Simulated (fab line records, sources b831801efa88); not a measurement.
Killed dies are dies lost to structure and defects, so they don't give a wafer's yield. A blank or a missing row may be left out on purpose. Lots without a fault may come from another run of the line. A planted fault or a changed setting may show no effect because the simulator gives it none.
fab line records | flow gf180mcu
record lots=5 wafers=15 last_day=33
route steps=602 shown VT_IMPLANT@93
lots that met no fault: from a run of the same line without faults
start_h: hours from the record's first day to the start of the lot's first wafer shown | wait_h: hours since the lot's step before | " the same as in the row above | L1.1+2: a row that stands for several wafers | - no value, or no start given | * or withheld: withheld | < > ~ a bound
route shown NAME@n: a module of which the file shows steps, and the number in the route of the first | usual: mean/standard deviation of fault-free wafers | same: alike in all rows | chamber/n: place in a boat | sites: the reading at each site | _std_site: their standard deviation | _edge_site: outer sites' mean less inner sites' | radius_mm: how far each site lies from the wafer's centre | mask NAME#n: copy n | behind: the tool/chamber that last shaped the wafer | hold: why the lot was held/for how many hours/how that ended | device: the transistor (n, p or np) that didn't switch | end of line: the same wafers' tests at the end of the route | a step without rows: its recipe alone | killed: dies lost to structure and defects at the first sort, not the wafer's yield | map: a wafer's dies, x killed, . not, _ none there
set.NAME: the setting as run; set.NAME@STEP: as run at that earlier step | model.NAME: the simulator's own value behind a step, which no gauge read
lots at some steps of the route; a table a step, a row a wafer
services: from which hour (start_h, from the record's first day; less than 0 if before it) a tool's chamber was out of use, for how many hours, and why
## steps
# step GF_VT_IMPLANT_SOFTBAKE_03
# recipe temp_c=90 time_s=60 resist=NOVOLAK
# same time_s=60
# columns lot.wafer tool chamber start_h wait_h
L074.2+4+5 litho_track-01 0 103.91 0.1
L079.1+2+4 litho_track-03 0 134.83 0.1
L083.1+2+5 litho_track-04 0 161.62 0.1
L085.2+3+5 litho_track-01 0 170.71 0.1
L092.1+2+4 litho_track-03 0 211.58 0.1
# step GF_VT_IMPLANT_EXPOSE_04
# recipe mask_id=LVPWELL_LV_AREA target_cd_nm=600 na=0.6 source_shape=conventional sigma_outer=0.6 dose_mj=140
# usual exposure_dose_mJ_cm2=140.00/0.13
# columns lot.wafer tool chamber start_h wait_h mask exposure_dose_mJ_cm2
L074.2 iline_stepper-02 0 - - LVPWELL_LV_AREA#0 139.92
L074.4 " 0 " " LVPWELL_LV_AREA#0 140.02
L074.5 " 0 " " LVPWELL_LV_AREA#0 139.94
L079.1 iline_stepper-01 0 - - LVPWELL_LV_AREA#0 140.05
L079.2 " 0 " " LVPWELL_LV_AREA#0 139.97
L079.4 " 0 " " LVPWELL_LV_AREA#0 139.94
L083.1 iline_stepper-02 0 - - LVPWELL_LV_AREA#0 140.02
L083.2 " 0 " " LVPWELL_LV_AREA#0 140.10
L083.5 " 0 " " LVPWELL_LV_AREA#0 140.02
L085.2 iline_stepper-02 0 - - LVPWELL_LV_AREA#0 139.91
L085.3 " 0 " " LVPWELL_LV_AREA#0 140.01
L085.5 " 0 " " LVPWELL_LV_AREA#0 139.88
L092.1 iline_stepper-02 0 - - LVPWELL_LV_AREA#0 139.99
L092.2 " 0 " " LVPWELL_LV_AREA#0 139.96
L092.4 " 0 " " LVPWELL_LV_AREA#0 139.76
# step GF_VT_IMPLANT_PEB_05
# recipe temp_c=withheld time_s=* resist=NOVOLAK
# same time_s=*
# columns lot.wafer tool chamber start_h wait_h
L074.2+4+5 litho_track-03 0 - -
L079.1+2+4 litho_track-01 0 - -
L083.1+2+5 litho_track-01 0 - -
L085.2+3+5 litho_track-03 0 - -
L092.1+2+4 litho_track-01 0 - -
# step GF_VT_IMPLANT_DEVELOP_06
# recipe develop_time_s=60 dev_temp_c=23
# columns lot.wafer tool chamber start_h wait_h
L074.2+4+5 litho_track-03 0 111.50 0.1
L079.1+2+4 litho_track-01 0 142.24 0.1
L083.1+2+5 litho_track-01 0 169.44 0.1
L085.2+3+5 litho_track-03 0 178.60 0.1
L092.1+2+4 litho_track-01 0 220.64 0.1
# step GF_VT_IMPLANT_OVL_MEAS_07
# usual VT_IMPLANT_OVL=0.1/1.3
# columns lot.wafer tool chamber start_h wait_h VT_IMPLANT_OVL[nm]
L074.2 overlay-01 - 111.63 0.1 0.8
L074.4 " - " " 1.1
L074.5 " - " " 0.1
L079.1 overlay-02 - 142.39 0.1 -0.6
L079.2 " - " " 0.4
L079.4 " - " " 1.2
L083.1 overlay-02 - 169.59 0.1 2.9
L083.2 " - " " 1.5
L083.5 " - " " 2.7
L085.2 overlay-01 - 178.73 0.1 -0.1
L085.3 " - " " -0.3
L085.5 " - " " -0.5
L092.1 overlay-01 - 220.79 0.1 -0.6
L092.2 " - " " 0.1
L092.4 " - " " 0.8
# step GF_VT_IMPLANT_IMPLANT_08
# recipe species=BF2 energy_kev=20 dose_cm2=8.29e+12 tilt_deg=7
# columns lot.wafer tool chamber start_h wait_h
L074.2+4+5 implanter-02 0 111.69 0.0
L079.1+2+4 implanter-04 0 142.43 0.0
L083.1+2+5 implanter-02 0 169.62 0.0
L085.2+3+5 implanter-03 0 178.79 0.0
L092.1+2+4 implanter-03 0 220.82 0.0
# step GF_VT_IMPLANT_STRIP_09
# recipe chemistry=O2/N2 power_w=1400 pressure_mtorr=1500 platen_temp_c=250 o2_flow_sccm=3000 n2_flow_sccm=300 overash_fraction=0.5
# usual drypump_motor_current_A=5.6/0.41 heater_power_w=379/40 oes_product_au=0.716/0.0048 platen_temp_c=250.00/0.17 strip_time_to_endpoint_s=12.63/0.04
# columns lot.wafer tool chamber start_h wait_h drypump_motor_current_A heater_power_w oes_product_au platen_temp_c rf_hours_counter_h strip_time_to_endpoint_s
L074.2 plasma_asher-01 1 111.81 0.1 6.2 358 0.716 250.32 49 12.61
L074.4 " 0 " " 5.9 354 0.721 249.97 - 12.63
L074.5 " 1 " " 6.2 361 0.717 250.03 - 12.64
L079.1 plasma_asher-03 1 142.58 0.1 5.1 450 0.718 250.12 3 12.67
L079.2 " 0 " " 5.7 386 0.721 249.92 3 12.68
L079.4 " 1 " " 5.1 442 0.715 249.75 - 12.64
L083.1 plasma_asher-03 1 169.77 0.1 5.1 437 0.720 250.24 5 12.55
L083.2 " 0 " " 5.7 382 0.713 250.18 5 12.62
L083.5 " 0 " " 5.7 380 0.715 250.02 - 12.58
L085.2 plasma_asher-03 1 178.91 0.1 5.0 432 0.710 249.81 6 12.58
L085.3 " 0 " " 5.7 387 0.716 249.91 - 12.58
L085.5 " 0 " " 5.7 375 0.715 249.76 - 12.61
L092.1 plasma_asher-01 0 220.97 0.1 5.9 358 0.722 250.20 60 12.57
L092.2 " 1 " " 6.2 358 0.719 250.12 60 12.57
L092.4 " 0 " " 6.0 366 0.719 250.10 - 12.58
# step GF_VT_IMPLANT_TW_MEAS_10
# usual VT_IMPLANT_TW=563/4.4
# columns lot.wafer tool chamber start_h wait_h VT_IMPLANT_TW
L074.2 film_metro-04 - 111.92 0.1 569
L074.4 " - " " 569
L074.5 " - " " 567
L079.1 film_metro-02 - 142.68 0.1 562
L079.2 " - " " 564
L079.4 " - " " 566
L083.1 film_metro-01 - 169.87 0.1 559
L083.2 " - " " 561
L083.5 " - " " 559
L085.2 film_metro-02 - 179.02 0.1 561
L085.3 " - " " 563
L085.5 " - " " 561
L092.1 film_metro-01 - 221.07 0.1 556
L092.2 " - " " 558
L092.4 " - " " 560
# step GF_VT_IMPLANT_DEHYDRATE_11
# recipe temp_c=200 time_s=60
# same time_s=60
# columns lot.wafer tool chamber start_h wait_h
L074.2+4+5 litho_track-01 0 118.46 6.5
L079.1+2+4 litho_track-01 0 149.49 6.8
L083.1+2+5 litho_track-03 0 177.08 7.2
L085.2+3+5 litho_track-03 0 187.20 8.2
L092.1+2+4 litho_track-01 0 229.34 8.3
# step GF_VT_IMPLANT_HMDS_12
# recipe prime_time_s=60 prime_temp_c=120
# columns lot.wafer tool chamber start_h wait_h
L074.2+4+5 litho_track-01 0 118.61 0.1
L079.1+2+4 litho_track-01 0 149.64 0.1
L083.1+2+5 litho_track-03 0 177.23 0.1
L085.2+3+5 litho_track-03 0 187.35 0.1
L092.1+2+4 litho_track-01 0 229.49 0.1
# step GF_VT_IMPLANT_COAT_13
# recipe resist=NOVOLAK spin_rpm=3000 resist_thk_nm=1000
# columns lot.wafer tool chamber start_h wait_h
L074.2+4+5 litho_track-01 0 118.76 0.1
L079.1+2+4 litho_track-01 0 149.79 0.1
L083.1+2+5 litho_track-03 0 177.38 0.1
L085.2+3+5 litho_track-03 0 187.50 0.1
L092.1+2+4 litho_track-01 0 229.64 0.1
# step GF_VT_IMPLANT_SOFTBAKE_14
# recipe temp_c=90 time_s=60 resist=NOVOLAK
# same time_s=60
# columns lot.wafer tool chamber start_h wait_h
L074.2+4+5 litho_track-01 0 118.91 0.1
L079.1+2+4 litho_track-01 0 149.94 0.1
L083.1+2+5 litho_track-03 0 177.53 0.1
L085.2+3+5 litho_track-03 0 187.65 0.1
L092.1+2+4 litho_track-01 0 229.79 0.1
# step GF_VT_IMPLANT_EXPOSE_15
# recipe mask_id=Nwell_LV_AREA target_cd_nm=860 na=0.6 source_shape=conventional sigma_outer=0.6 dose_mj=140
# usual exposure_dose_mJ_cm2=140.03/0.13
# columns lot.wafer tool chamber start_h wait_h mask exposure_dose_mJ_cm2
L074.2 iline_stepper-01 0 - - Nwell_LV_AREA#0 140.10
L074.4 " 0 " " Nwell_LV_AREA#0 139.90
L074.5 " 0 " " Nwell_LV_AREA#0 140.05
L079.1 iline_stepper-02 0 - - Nwell_LV_AREA#0 140.23
L079.2 " 0 " " Nwell_LV_AREA#0 140.19
L079.4 " 0 " " Nwell_LV_AREA#0 140.18
L083.1 iline_stepper-02 0 - - Nwell_LV_AREA#0 139.91
L083.2 " 0 " " Nwell_LV_AREA#0 140.08
L083.5 " 0 " " Nwell_LV_AREA#0 139.94
L085.2 iline_stepper-02 0 - - Nwell_LV_AREA#0 140.08
L085.3 " 0 " " Nwell_LV_AREA#0 139.82
L085.5 " 0 " " Nwell_LV_AREA#0 139.83
L092.1 iline_stepper-01 0 - - Nwell_LV_AREA#0 139.92
L092.2 " 0 " " Nwell_LV_AREA#0 139.87
L092.4 " 0 " " Nwell_LV_AREA#0 139.86
# step GF_VT_IMPLANT_PEB_16
# recipe temp_c=withheld time_s=* resist=NOVOLAK
# same time_s=*
# columns lot.wafer tool chamber start_h wait_h
L074.2+4+5 litho_track-03 0 - -
L079.1+2+4 litho_track-01 0 - -
L083.1+2+5 litho_track-01 0 - -
L085.2+3+5 litho_track-01 0 - -
L092.1+2+4 litho_track-01 0 - -
# step GF_VT_IMPLANT_DEVELOP_17
# recipe develop_time_s=60 dev_temp_c=23
# columns lot.wafer tool chamber start_h wait_h
L074.2+4+5 litho_track-03 0 126.20 0.1
L079.1+2+4 litho_track-01 0 157.19 0.1
L083.1+2+5 litho_track-01 0 185.94 0.1
L085.2+3+5 litho_track-01 0 196.36 0.1
L092.1+2+4 litho_track-01 0 238.54 0.1
# step GF_VT_IMPLANT_OVL_MEAS_18
# usual VT_IMPLANT_01_OVL=-0.4/1.5
# columns lot.wafer tool chamber start_h wait_h VT_IMPLANT_01_OVL[nm]
L074.2 overlay-02 - 126.33 0.1 0.0
L074.4 " - " " 0.6
L074.5 " - " " -1.3
L079.1 overlay-02 - 157.34 0.1 1.6
L079.2 " - " " 0.2
L079.4 " - " " 1.7
L083.1 overlay-01 - 186.09 0.1 0.8
L083.2 " - " " 1.4
L083.5 " - " " 1.1
L085.2 overlay-01 - 196.49 0.1 0.6
L085.3 " - " " -0.3
L085.5 " - " " 0.9
L092.1 overlay-02 - 238.69 0.1 -2.4
L092.2 " - " " -1.7
L092.4 " - " " -1.6
# step GF_VT_IMPLANT_IMPLANT_19
# recipe species=As energy_kev=100 dose_cm2=4.35e+12 tilt_deg=7
# columns lot.wafer tool chamber start_h wait_h
L074.2+4+5 implanter-02 0 126.39 0.0
L079.1+2+4 implanter-03 0 157.37 0.0
L083.1+2+5 implanter-04 0 186.12 0.0
L085.2+3+5 implanter-03 0 196.55 0.0
L092.1+2+4 implanter-02 0 238.72 0.0
# step GF_VT_IMPLANT_STRIP_20
# recipe chemistry=O2/N2 power_w=1400 pressure_mtorr=1500 platen_temp_c=250 o2_flow_sccm=3000 n2_flow_sccm=300 overash_fraction=0.5
# usual drypump_motor_current_A=5.6/0.41 heater_power_w=368/36 oes_product_au=0.716/0.0047 platen_temp_c=250.01/0.19 strip_time_to_endpoint_s=12.63/0.03
# columns lot.wafer tool chamber start_h wait_h drypump_motor_current_A heater_power_w oes_product_au platen_temp_c rf_hours_counter_h strip_time_to_endpoint_s
L074.2 plasma_asher-04 0 126.51 0.1 5.7 334 0.723 250.03 46 12.64
L074.4 " 1 " " 5.1 336 0.706 249.96 - 12.64
L074.5 " 1 " " 5.1 344 0.713 250.20 - 12.67
L079.1 plasma_asher-01 0 157.52 0.1 5.9 364 0.714 249.84 54 12.68
L079.2 " 1 " " 6.2 356 0.718 249.92 54 12.67
L079.4 " 0 " " 5.9 361 0.710 250.01 - 12.65
L083.1 plasma_asher-01 0 186.27 0.1 5.9 355 0.706 250.20 57 12.61
L083.2 " 1 " " 6.2 354 0.720 249.92 57 12.62
L083.5 " 1 " " 6.2 359 0.717 250.01 - 12.59
L085.2 plasma_asher-03 0 196.67 0.1 5.7 376 0.711 250.07 8 12.62
L085.3 " 1 " " 5.0 450 0.718 249.99 - 12.58
L085.5 " 1 " " 5.0 444 0.722 249.78 - 12.59
L092.1 plasma_asher-01 0 238.87 0.1 5.9 358 0.716 250.16 63 12.66
L092.2 " 1 " " 6.2 354 0.712 250.30 63 12.67
L092.4 " 1 " " 6.2 360 0.720 250.51 - 12.67
# step GF_VT_IMPLANT_TW_MEAS_21
# usual VT_IMPLANT_2_TW=1215/11
# columns lot.wafer tool chamber start_h wait_h VT_IMPLANT_2_TW
L074.2 film_metro-02 - 126.62 0.1 1215
L074.4 " - " " 1216
L074.5 " - " " 1214
L079.1 film_metro-04 - 157.62 0.1 1239
L079.2 " - " " 1229
L079.4 " - " " 1234
L083.1 film_metro-01 - 186.37 0.1 1199
L083.2 " - " " 1206
L083.5 " - " " 1207
L085.2 film_metro-04 - 196.78 0.1 1225
L085.3 " - " " 1223
L085.5 " - " " 1229
L092.1 film_metro-04 - 238.97 0.1 1227
L092.2 " - " " 1233
L092.4 " - " " 1232
# step GF_VT_IMPLANT_DEHYDRATE_22
# recipe temp_c=200 time_s=60
# same time_s=60
# columns lot.wafer tool chamber start_h wait_h
L074.2+4+5 litho_track-03 0 133.05 6.4
L079.1+2+4 litho_track-01 0 164.84 7.2
L083.1+2+5 litho_track-03 0 193.98 7.6
L085.2+3+5 litho_track-04 0 204.25 7.5
L092.1+2+4 litho_track-04 0 247.72 8.7
# step GF_VT_IMPLANT_HMDS_23
# recipe prime_time_s=60 prime_temp_c=120
# columns lot.wafer tool chamber start_h wait_h
L074.2+4+5 litho_track-03 0 133.20 0.1
L079.1+2+4 litho_track-01 0 164.99 0.1
L083.1+2+5 litho_track-03 0 194.13 0.1
L085.2+3+5 litho_track-04 0 204.40 0.1
L092.1+2+4 litho_track-04 0 247.87 0.1
# step GF_VT_IMPLANT_COAT_24
# recipe resist=NOVOLAK spin_rpm=3000 resist_thk_nm=1000
# columns lot.wafer tool chamber start_h wait_h
L074.2+4+5 litho_track-03 0 133.35 0.1
L079.1+2+4 litho_track-01 0 165.14 0.1
L083.1+2+5 litho_track-03 0 194.28 0.1
L085.2+3+5 litho_track-04 0 204.55 0.1
L092.1+2+4 litho_track-04 0 248.02 0.1
# step GF_VT_IMPLANT_SOFTBAKE_25
# recipe temp_c=90 time_s=60 resist=NOVOLAK
# same time_s=60
# columns lot.wafer tool chamber start_h wait_h
L074.2+4+5 litho_track-03 0 133.50 0.1
L079.1+2+4 litho_track-01 0 165.29 0.1
L083.1+2+5 litho_track-03 0 194.43 0.1
L085.2+3+5 litho_track-04 0 204.70 0.1
L092.1+2+4 litho_track-04 0 248.17 0.1
# step GF_VT_IMPLANT_EXPOSE_26
# recipe mask_id=LVPWELL_HV_AREA target_cd_nm=860 na=0.6 source_shape=conventional sigma_outer=0.6 dose_mj=140
# usual exposure_dose_mJ_cm2=140.00/0.14
# columns lot.wafer tool chamber start_h wait_h mask exposure_dose_mJ_cm2
L074.2 iline_stepper-02 0 - - LVPWELL_HV_AREA#0 139.78
L074.4 " 0 " " LVPWELL_HV_AREA#0 139.94
L074.5 " 0 " " LVPWELL_HV_AREA#0 139.75
L079.1 iline_stepper-02 0 - - LVPWELL_HV_AREA#0 139.86
L079.2 " 0 " " LVPWELL_HV_AREA#0 139.91
L079.4 " 0 " " LVPWELL_HV_AREA#0 139.86
L083.1 iline_stepper-01 0 - - LVPWELL_HV_AREA#0 139.90
L083.2 " 0 " " LVPWELL_HV_AREA#0 139.95
L083.5 " 0 " " LVPWELL_HV_AREA#0 139.97
L085.2 iline_stepper-02 0 - - LVPWELL_HV_AREA#0 139.93
L085.3 " 0 " " LVPWELL_HV_AREA#0 139.95
L085.5 " 0 " " LVPWELL_HV_AREA#0 139.69
L092.1 iline_stepper-02 0 - - LVPWELL_HV_AREA#0 140.12
L092.2 " 0 " " LVPWELL_HV_AREA#0 140.09
L092.4 " 0 " " LVPWELL_HV_AREA#0 140.02
# step GF_VT_IMPLANT_PEB_27
# recipe temp_c=withheld time_s=* resist=NOVOLAK
# same time_s=*
# columns lot.wafer tool chamber start_h wait_h
L074.2+4+5 litho_track-04 0 - -
L079.1+2+4 litho_track-01 0 - -
L083.1+2+5 litho_track-01 0 - -
L085.2+3+5 litho_track-04 0 - -
L092.1+2+4 litho_track-03 0 - -
# step GF_VT_IMPLANT_DEVELOP_28
# recipe develop_time_s=60 dev_temp_c=23
# columns lot.wafer tool chamber start_h wait_h
L074.2+4+5 litho_track-04 0 141.25 0.1
L079.1+2+4 litho_track-01 0 173.09 0.1
L083.1+2+5 litho_track-01 0 203.04 0.1
L085.2+3+5 litho_track-04 0 212.85 0.1
L092.1+2+4 litho_track-03 0 257.78 0.1
# step GF_VT_IMPLANT_OVL_MEAS_29
# usual VT_IMPLANT_02_OVL=0.6/2
# columns lot.wafer tool chamber start_h wait_h VT_IMPLANT_02_OVL[nm]
L074.2 overlay-01 - 141.38 0.1 1.9
L074.4 " - " " 2.8
L074.5 " - " " 3.1
L079.1 overlay-01 - 173.24 0.1 2.3
L079.2 " - " " 3.5
L079.4 " - " " 2.4
L083.1 overlay-01 - 203.19 0.1 -0.4
L083.2 " - " " -2.2
L083.5 " - " " -1.8
L085.2 overlay-01 - 212.98 0.1 4.3
L085.3 " - " " 5.1
L085.5 " - " " 4.1
L092.1 overlay-02 - 257.93 0.1 0.1
L092.2 " - " " -1.0
L092.4 " - " " 1.7
# step GF_VT_IMPLANT_IMPLANT_30
# recipe species=B energy_kev=25 dose_cm2=2.534e+12 tilt_deg=7
# columns lot.wafer tool chamber start_h wait_h
L074.2+4+5 implanter-03 0 141.44 0.0
L079.1+2+4 implanter-04 0 173.27 0.0
L083.1+2+5 implanter-02 0 203.22 0.0
L085.2+3+5 implanter-02 0 213.03 0.0
L092.1+2+4 implanter-04 0 257.96 0.0
# step GF_VT_IMPLANT_STRIP_31
# recipe chemistry=O2/N2 power_w=1400 pressure_mtorr=1500 platen_temp_c=250 o2_flow_sccm=3000 n2_flow_sccm=300 overash_fraction=0.5
# usual drypump_motor_current_A=5.6/0.41 heater_power_w=359/32 oes_product_au=0.716/0.0045 platen_temp_c=250.00/0.17 strip_time_to_endpoint_s=12.63/0.03
# columns lot.wafer tool chamber start_h wait_h drypump_motor_current_A heater_power_w oes_product_au platen_temp_c rf_hours_counter_h strip_time_to_endpoint_s
L074.2 plasma_asher-04 0 141.56 0.1 5.7 333 0.715 250.07 48 12.63
L074.4 " 1 " " 5.1 341 0.720 250.32 - 12.60
L074.5 " 1 " " 5.1 339 0.713 250.06 - 12.62
L079.1 plasma_asher-04 0 173.42 0.1 5.7 336 0.714 250.39 51 12.63
L079.2 " 1 " " 5.1 338 0.717 249.96 51 12.60
L079.4 " 1 " " 5.1 340 0.713 249.90 - 12.57
L083.1 plasma_asher-01 1 203.37 0.1 6.2 357 0.711 249.95 59 12.63
L083.2 " 0 " " 5.9 354 0.720 249.90 59 12.64
L083.5 " 1 " " 6.2 356 0.717 249.95 - 12.61
L085.2 plasma_asher-03 1 213.16 0.1 5.0 443 0.711 250.14 10 12.66
L085.3 " 1 " " 5.0 437 0.714 250.26 - 12.66
L085.5 " 0 " " 5.7 382 0.710 249.98 - 12.66
L092.1 plasma_asher-04 1 258.11 0.1 5.1 347 0.708 249.96 60 12.65
L092.2 " 0 " " 5.7 329 0.717 250.01 60 12.67
L092.4 " 1 " " 5.1 347 0.710 250.15 - 12.62
# step GF_VT_IMPLANT_TW_MEAS_32
# usual VT_IMPLANT_3_TW=268.8/2.4
# columns lot.wafer tool chamber start_h wait_h VT_IMPLANT_3_TW
L074.2 film_metro-01 - 141.67 0.1 266.0
L074.4 " - " " 267.5
L074.5 " - " " 267.5
L079.1 film_metro-02 - 173.52 0.1 267.9
L079.2 " - " " 267.2
L079.4 " - " " 266.6
L083.1 film_metro-01 - 203.47 0.1 267.8
L083.2 " - " " 267.2
L083.5 " - " " 268.2
L085.2 film_metro-04 - 213.27 0.1 271.8
L085.3 " - " " 270.7
L085.5 " - " " 271.8
L092.1 film_metro-02 - 258.21 0.1 268.3
L092.2 " - " " 268.1
L092.4 " - " " 268.1
# step GF_VT_IMPLANT_DEHYDRATE_33
# recipe temp_c=200 time_s=60
# same time_s=60
# columns lot.wafer tool chamber start_h wait_h
L074.2+4+5 litho_track-04 0 149.00 7.3
L079.1+2+4 litho_track-03 0 181.28 7.7
L083.1+2+5 litho_track-01 0 211.29 7.8
L085.2+3+5 litho_track-03 0 221.40 8.1
L092.1+2+4 litho_track-04 0 267.12 8.9
# step GF_VT_IMPLANT_HMDS_34
# recipe prime_time_s=60 prime_temp_c=120
# columns lot.wafer tool chamber start_h wait_h
L074.2+4+5 litho_track-04 0 149.15 0.1
L079.1+2+4 litho_track-03 0 181.43 0.1
L083.1+2+5 litho_track-01 0 211.44 0.1
L085.2+3+5 litho_track-03 0 221.55 0.1
L092.1+2+4 litho_track-04 0 267.27 0.1
# step GF_VT_IMPLANT_COAT_35
# recipe resist=NOVOLAK spin_rpm=3000 resist_thk_nm=1000
# columns lot.wafer tool chamber start_h wait_h
L074.2+4+5 litho_track-04 0 149.30 0.1
L079.1+2+4 litho_track-03 0 181.58 0.1
L083.1+2+5 litho_track-01 0 211.59 0.1
L085.2+3+5 litho_track-03 0 221.70 0.1
L092.1+2+4 litho_track-04 0 267.42 0.1
# step GF_VT_IMPLANT_SOFTBAKE_36
# recipe temp_c=90 time_s=60 resist=NOVOLAK
# same time_s=60
# columns lot.wafer tool chamber start_h wait_h
L074.2+4+5 litho_track-04 0 149.45 0.1
L079.1+2+4 litho_track-03 0 181.73 0.1
L083.1+2+5 litho_track-01 0 211.74 0.1
L085.2+3+5 litho_track-03 0 221.85 0.1
L092.1+2+4 litho_track-04 0 267.57 0.1
# step GF_VT_IMPLANT_EXPOSE_37
# recipe mask_id=Nwell_HV_AREA target_cd_nm=860 na=0.6 source_shape=conventional sigma_outer=0.6 dose_mj=140
# usual exposure_dose_mJ_cm2=139.92/0.13
# columns lot.wafer tool chamber start_h wait_h mask exposure_dose_mJ_cm2
L074.2 iline_stepper-02 0 - - Nwell_HV_AREA#0 140.12
L074.4 " 0 " " Nwell_HV_AREA#0 139.94
L074.5 " 0 " " Nwell_HV_AREA#0 139.88
L079.1 iline_stepper-02 0 - - Nwell_HV_AREA#0 139.78
L079.2 " 0 " " Nwell_HV_AREA#0 139.86
L079.4 " 0 " " Nwell_HV_AREA#0 139.79
L083.1 iline_stepper-01 0 - - Nwell_HV_AREA#0 139.81
L083.2 " 0 " " Nwell_HV_AREA#0 139.72
L083.5 " 0 " " Nwell_HV_AREA#0 139.81
L085.2 iline_stepper-01 0 - - Nwell_HV_AREA#0 140.16
L085.3 " 0 " " Nwell_HV_AREA#0 140.09
L085.5 " 0 " " Nwell_HV_AREA#0 139.87
L092.1 iline_stepper-02 0 - - Nwell_HV_AREA#0 140.08
L092.2 " 0 " " Nwell_HV_AREA#0 140.16
L092.4 " 0 " " Nwell_HV_AREA#0 139.75
# step GF_VT_IMPLANT_PEB_38
# recipe temp_c=withheld time_s=* resist=NOVOLAK
# same time_s=*
# columns lot.wafer tool chamber start_h wait_h
L074.2+4+5 litho_track-03 0 - -
L079.1+2+4 litho_track-01 0 - -
L083.1+2+5 litho_track-04 0 - -
L085.2+3+5 litho_track-01 0 - -
L092.1+2+4 litho_track-01 0 - -
# step GF_VT_IMPLANT_DEVELOP_39
# recipe develop_time_s=60 dev_temp_c=23
# columns lot.wafer tool chamber start_h wait_h
L074.2+4+5 litho_track-03 0 156.85 0.1
L079.1+2+4 litho_track-01 0 189.99 0.1
L083.1+2+5 litho_track-04 0 220.87 0.1
L085.2+3+5 litho_track-01 0 230.76 0.1
L092.1+2+4 litho_track-01 0 276.94 0.1
# step GF_VT_IMPLANT_OVL_MEAS_40
# usual VT_IMPLANT_03_OVL=0.4/1.6
# columns lot.wafer tool chamber start_h wait_h VT_IMPLANT_03_OVL[nm]
L074.2 overlay-01 - 156.98 0.1 -2.6
L074.4 " - " " -3.6
L074.5 " - " " -2.3
L079.1 overlay-01 - 190.14 0.1 0.9
L079.2 " - " " -0.1
L079.4 " - " " 1.3
L083.1 overlay-01 - 221.02 0.1 1.5
L083.2 " - " " 2.0
L083.5 " - " " 1.0
L085.2 overlay-02 - 230.89 0.1 0.2
L085.3 " - " " -0.8
L085.5 " - " " -1.6
L092.1 overlay-01 - 277.09 0.1 0.2
L092.2 " - " " 0.9
L092.4 " - " " 0.2
# step GF_VT_IMPLANT_IMPLANT_41
# recipe species=As energy_kev=70 dose_cm2=1.013e+12 tilt_deg=7
# columns lot.wafer tool chamber start_h wait_h
L074.2+4+5 implanter-04 0 157.04 0.0
L079.1+2+4 implanter-02 0 190.17 0.0
L083.1+2+5 implanter-04 0 221.06 0.0
L085.2+3+5 implanter-04 0 230.95 0.0
L092.1+2+4 implanter-02 0 277.12 0.0
# step GF_VT_IMPLANT_STRIP_42
# recipe chemistry=O2/N2 power_w=1400 pressure_mtorr=1500 platen_temp_c=250 o2_flow_sccm=3000 n2_flow_sccm=300 overash_fraction=0.5
# usual drypump_motor_current_A=5.6/0.41 heater_power_w=361/33 oes_product_au=0.716/0.0049 platen_temp_c=250.03/0.18 strip_time_to_endpoint_s=12.63/0.031
# columns lot.wafer tool chamber start_h wait_h drypump_motor_current_A heater_power_w oes_product_au platen_temp_c rf_hours_counter_h strip_time_to_endpoint_s
L074.2 plasma_asher-04 0 157.16 0.1 5.7 333 0.718 249.56 49 12.58
L074.4 " 1 " " 5.1 342 0.718 249.95 - 12.59
L074.5 " 1 " " 5.1 338 0.705 249.70 - 12.58
L079.1 plasma_asher-01 0 190.32 0.1 6.0 357 0.723 250.48 58 12.68
L079.2 " 1 " " 6.2 346 0.712 250.21 58 12.64
L079.4 " 1 " " 6.2 354 0.718 250.02 - 12.67
L083.1 plasma_asher-03 1 221.21 0.1 5.1 433 0.719 250.16 11 12.63
L083.2 " 0 " " 5.7 379 0.715 249.71 11 12.61
L083.5 " 0 " " 5.7 375 0.718 249.83 - 12.58
L085.2 plasma_asher-01 0 231.07 0.1 6.0 361 0.714 249.90 62 12.69
L085.3 " 1 " " 6.2 347 0.716 250.12 - 12.65
L085.5 " 0 " " 6.0 352 0.710 249.80 - 12.65
L092.1 plasma_asher-04 1 277.27 0.1 5.1 339 0.723 250.23 62 12.63
L092.2 " 0 " " 5.7 337 0.710 249.81 62 12.62
L092.4 " 0 " " 5.7 342 0.714 250.08 - 12.66
# step GF_VT_IMPLANT_TW_MEAS_43
# usual VT_IMPLANT_4_TW=688/5.6
# columns lot.wafer tool chamber start_h wait_h VT_IMPLANT_4_TW
L074.2 film_metro-01 - 157.27 0.1 688
L074.4 " - " " 681
L074.5 " - " " 687
L079.1 film_metro-02 - 190.42 0.1 687
L079.2 " - " " 689
L079.4 " - " " 690
L083.1 film_metro-02 - 221.31 0.1 692
L083.2 " - " " 689
L083.5 " - " " 691
L085.2 film_metro-01 - 231.18 0.1 683
L085.3 " - " " 685
L085.5 " - " " 684
L092.1 film_metro-01 - 277.37 0.1 688
L092.2 " - " " 683
L092.4 " - " " 684
# step GF_VT_IMPLANT_CLEAN_44
# recipe chemistry=SC1/SC2 mix=1:4:20 temp_c=70 time_s=150 dry=n2_spin
# same time_s=150
# columns lot.wafer tool chamber start_h wait_h
L074.2+4+5 wet_bench-01 2 157.32 0.0
L079.1+2+4 wet_bench-01 1 190.48 0.1
L083.1+2+5 wet_bench-03 3 221.37 0.1
L085.2+3+5 wet_bench-04 0 231.23 0.0
L092.1+2+4 wet_bench-01 0 277.43 0.1
## services
# columns tool chamber start_h hours kind
iline_stepper-02 - 80.92 4.4 pm
implanter-02 - 89.75 2.9 repair
iline_stepper-01 - 100.85 4.4 pm
plasma_asher-03 - 108.75 9.0 pm
implanter-02 - 120.07 3.9 repair
implanter-04 - 126.27 4.3 pm
iline_stepper-02 - 146.04 1.7 pm
implanter-04 - 151.54 1.3 repair
iline_stepper-02 - 155.70 5.9 repair
implanter-04 - 165.41 1.1 repair
wet_bench-04 - 171.65 4.8 repair
iline_stepper-01 - 174.53 1.7 pm
iline_stepper-02 - 189.97 4.2 repair
plasma_asher-01 - 192.20 2.6 repair
iline_stepper-01 - 196.93 1.6 repair
implanter-03 - 199.03 6.1 pm
implanter-03 - 211.42 3.4 repair
plasma_asher-01 - 211.59 3.9 repair
plasma_asher-04 - 212.57 2.8 pm
plasma_asher-01 - 215.85 3.8 repair
wet_bench-04 - 232.08 0.5 repair
iline_stepper-02 - 234.93 5.7 repair
implanter-04 - 247.68 1.2 repair
plasma_asher-01 - 262.77 2.8 pm
## key
fault none
